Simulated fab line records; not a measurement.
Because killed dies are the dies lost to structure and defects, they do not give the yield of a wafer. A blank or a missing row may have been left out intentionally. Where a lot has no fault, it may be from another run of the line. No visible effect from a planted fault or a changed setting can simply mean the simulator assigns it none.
What tool caused it? || flow gf180mcu || 6 lots with 18 wafers sampled at 3 steps, on a route of 602 steps

## WHAT THE GAUGES SHOWED, per wafer
GF_V1_CD_MEAS_14 targets a cd of 260 nm.
{"lot": "L160", "measured": "day 17 22:26", "on": "cd_sem-01", "cd_nm (nm)": "260.5 260.3 260.8"}
{"lot": "L163", "measured": "day 19 03:45", "on": "cd_sem-01", "cd_nm (nm)": "258.7 257.9 258.2"}
{"lot": "L166", "measured": "day 20 10:44", "on": "cd_sem-01", "cd_nm (nm)": "259.0 258.1 259.4"}
{"lot": "L168", "measured": "day 21 20:28", "on": "cd_sem-02", "cd_nm (nm)": "259.6 258.6 258.6"}
{"lot": "L170", "measured": "day 22 19:40", "on": "cd_sem-02", "cd_nm (nm)": "260.7 260.2 259.7"}
{"lot": "L180", "measured": "day 25 23:28", "on": "cd_sem-01", "cd_nm (nm)": "259.0 258.7 260.0"}

## TOOL THAT RAN EACH LOT (tool first, then ch and the chambers of the sampled wafers, then the start)
{"lot": "L160", "GF_M1_SPUTTER_03": "pvd_sputter-01, day 15 23:55", "GF_V1_EXPOSE_11": "krf_scanner-02 ch 0, day 17 10:52"}
{"lot": "L163", "GF_M1_SPUTTER_03": "pvd_sputter-04, day 17 02:28", "GF_V1_EXPOSE_11": "krf_scanner-02 ch 0, day 18 15:33"}
{"lot": "L166", "GF_M1_SPUTTER_03": "pvd_sputter-03, day 18 09:29", "GF_V1_EXPOSE_11": "krf_scanner-02 ch 0, day 19 23:10"}
{"lot": "L168", "GF_M1_SPUTTER_03": "pvd_sputter-04, day 19 19:24", "GF_V1_EXPOSE_11": "krf_scanner-01 ch 0, day 21 09:02"}
{"lot": "L170", "GF_M1_SPUTTER_03": "pvd_sputter-04, day 20 19:50", "GF_V1_EXPOSE_11": "krf_scanner-01 ch 0, day 22 08:34"}
{"lot": "L180", "GF_M1_SPUTTER_03": "pvd_sputter-01, day 24 02:50", "GF_V1_EXPOSE_11": "krf_scanner-02 ch 0, day 25 12:47"}
- GF_M1_SPUTTER_03: material Ti, target thk 10 nm, time 6.7 s.
- GF_V1_EXPOSE_11: exposes mask Via1, target cd 260 nm.

## THE ANSWER, worked out from the rows above alone
Rule: what is usual is taken from the lots themselves. The widest of any qualifying gaps counts: lots, ordered by their means at a reading, are off when they make up no more than a third of the lots, leave a main group of 4 or more, and stand apart from it by 3 or more times the standard deviation of that group's means. A main group is skipped when, at the precision printed for the reading in the tables above, its means are all equal. Also off: a lot with no number at a reading for which 4 or more lots have one. All remaining lots with rows at the step are treated as sound.
None of the lots is off at any reading shown; this tells nothing.

## WHAT THE SIMULATOR HAD INSERTED
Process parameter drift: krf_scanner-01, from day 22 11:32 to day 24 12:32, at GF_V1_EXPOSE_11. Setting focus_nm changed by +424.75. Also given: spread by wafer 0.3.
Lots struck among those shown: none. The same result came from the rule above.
